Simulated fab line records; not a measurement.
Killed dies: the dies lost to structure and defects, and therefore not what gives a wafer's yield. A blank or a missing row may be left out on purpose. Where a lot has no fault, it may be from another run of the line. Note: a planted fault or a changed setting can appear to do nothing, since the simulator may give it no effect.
2 desks, one fault    flow gf180mcu    each desk has only its own numbers; what lay behind them comes last

## THE TOOL OWNER'S DESK: pvd-sputter-01
At GF_M1_SPUTTER_04 (material TiN, target thk 50 nm, time 41.7 s) the tool's own readings: per lot run on this tool, the mean of the sampled wafers that have a number. The brackets show how far a lot's mean lies from the usual mean; more than 4 standard deviations puts the lot out of limits, marked OUT.
Columns: A = throttle-valve-pct at GF_M1_SPUTTER_04, usual 30.3 %
lot   first seen here  A
L901  day 16 02:46     28.9
L922  day 23 18:03     29.7
Finding of this desk: none of the 2 lots has anything out of limits.

## AT THE METROLOGY DESK
What the gauges read for every lot (on any tool): the sampled wafers with a number, averaged. The brackets show how far a lot's mean lies from the usual mean; more than 4 standard deviations puts the lot out of limits, marked OUT. 7 of its 9 readings are shown, namely those furthest out on some lot.
Columns: A = CONTACT_W_THK at GF_CONTACT_THK_MEAS_26, usual 300 nm; B = M1_ALCU_RS at GF_M1_RS_MEAS_05, usual 0.0695 ohm/sq; C = M1_ALCU_THK at GF_M1_THK_MEAS_06, usual 449 nm; D = cd-nm at GF_M1_CD_MEAS_14, usual 229.8 nm; E = M1_OVL at GF_M1_OVL_MEAS_15, usual 1 nm; F = V1_CVD_00_THK at GF_V1_THK_MEAS_01, usual 599 nm; G = V1_CVD_02_THK at GF_V1_THK_MEAS_03, usual 875 nm
lot   first seen here  A    B       C    D      E    F    G
L901  day 16 02:08     299  0.0709  438  229.5  7    602  874
L902  day 16 13:48     296  0.0687  456  233.3  4    604  882
L922  day 23 17:25     307  0.0696  449  229.1  6    589  871
L923  day 23 23:28     300  0.0691  453  229.9  -10  592  874
L924  day 24 09:08     300  0.0700  446  229.5  -4   592  890
Finding of this desk: none of the 5 lots has anything out of limits.

## BROUGHT TOGETHER
The tool owner's desk saw nothing out of limits.
From the metrology desk's view, nothing was out of limits.

## WHAT THE SIMULATOR HAD PUT IN
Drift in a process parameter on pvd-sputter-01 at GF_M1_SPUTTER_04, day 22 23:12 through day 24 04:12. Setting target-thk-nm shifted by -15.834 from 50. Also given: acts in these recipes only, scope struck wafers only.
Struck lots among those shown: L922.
